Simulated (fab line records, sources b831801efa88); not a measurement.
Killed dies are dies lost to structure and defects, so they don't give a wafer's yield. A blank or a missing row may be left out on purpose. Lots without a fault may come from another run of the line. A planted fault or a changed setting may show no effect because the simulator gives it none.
Which tool did it? | flow sky130 | 13 lots, 39 wafers sampled, at 2 steps of a route of 708

WHAT THE GAUGES READ, wafer by wafer
SKY_SONOS_TUNNEL_OVL_MEAS_08.
lot  | measured     | on         | SONOS_TUNNEL_OVL (nm)
L589 | day 12 04:16 | overlay-01 | 1.3 -0.6 0.7
L588 | day 12 07:07 | overlay-01 | 2.5 2.7 1.5
L591 | day 12 12:13 | overlay-02 | -0.8 -0.6 -0.9
L590 | day 12 15:25 | overlay-01 | 0.2 -0.5 1.6
L592 | day 12 22:25 | overlay-02 | -1.1 1.4 0.8
L593 | day 13 03:25 | overlay-02 | 0.5 0.1 0.1
L595 | day 13 19:07 | overlay-02 | 2.0 3.0 1.3
L598 | day 15 00:23 | overlay-02 | 0.6 -0.5 -0.2
L601 | day 15 23:01 | overlay-01 | -1.6 -1.4 -0.8
L605 | day 17 22:19 | overlay-02 | -1.7 -0.7 -0.7
L609 | day 18 18:34 | overlay-01 | 0.5 1.7 1.5
L608 | day 18 18:52 | overlay-01 | 0.8 0.6 -1.0
L610 | day 19 10:58 | overlay-02 | 1.4 0.1 1.6

SKY_POLY_GATE_CD_MEAS_22.
lot  | measured     | on        | cd_nm (nm)
L589 | day 17 07:12 | cd_sem-02 | 147.1 146.8 147.2
L588 | day 17 12:49 | cd_sem-02 | 151.1 152.1 151.8
L591 | day 17 18:59 | cd_sem-02 | 148.7 151.3 147.9
L590 | day 18 00:37 | cd_sem-01 | 146.7 151.1 152.2
L592 | day 18 14:31 | cd_sem-01 | 150.1 147.0 147.1
L593 | day 18 16:49 | cd_sem-01 | 150.2 153.5 149.3
L595 | day 19 08:54 | cd_sem-02 | 148.1 145.5 148.4
L598 | day 20 17:07 | cd_sem-01 | 149.3 147.5 146.6
L601 | day 21 11:18 | cd_sem-02 | 145.6 151.3 144.2
L605 | day 23 19:38 | cd_sem-01 | 151.1 150.5 149.5
L609 | day 24 07:38 | cd_sem-01 | 150.9 150.7 147.0
L608 | day 24 10:12 | cd_sem-01 | 147.2 146.2 149.1
L610 | day 25 02:34 | cd_sem-01 | 148.5 147.8 148.3

WHICH TOOL RAN EACH LOT (tool, then ch and the chambers of the sampled wafers, then the start)
The record holds no process step before these readings.

WHAT THE TOOLS THEMSELVES READ (means of the sampled wafers that have a number; where no wafer has one, the mark that the record gives instead)
The record holds no such reading with a usual standard deviation.

THE ANSWER, worked out from the rows above alone
Rule: what is usual is taken from the lots themselves. Put in order of their means at a reading, lots are off if they are a third of the lots or fewer, leave a main group of 4 or more, and stand apart from it by a gap of 3 or more times the standard deviation of the main group's means; of several such gaps the widest counts. A main group whose means are all the same, to the digits that the tables above print for the reading, isn't used. A lot without any number at a reading at which 4 lots or more have one is off too. The other lots that the step has rows for count as sound. The gauges are gone through in route order, then the tools' own readings, and for those a lot's mean is taken as printed above. The first step at which some lot is off is used, and at that step the reading that is off furthest; a lot without a number counts as furthest.
No lot is off at any reading shown: from this, nothing can be told.

WHAT THE SIMULATOR HAD PUT IN
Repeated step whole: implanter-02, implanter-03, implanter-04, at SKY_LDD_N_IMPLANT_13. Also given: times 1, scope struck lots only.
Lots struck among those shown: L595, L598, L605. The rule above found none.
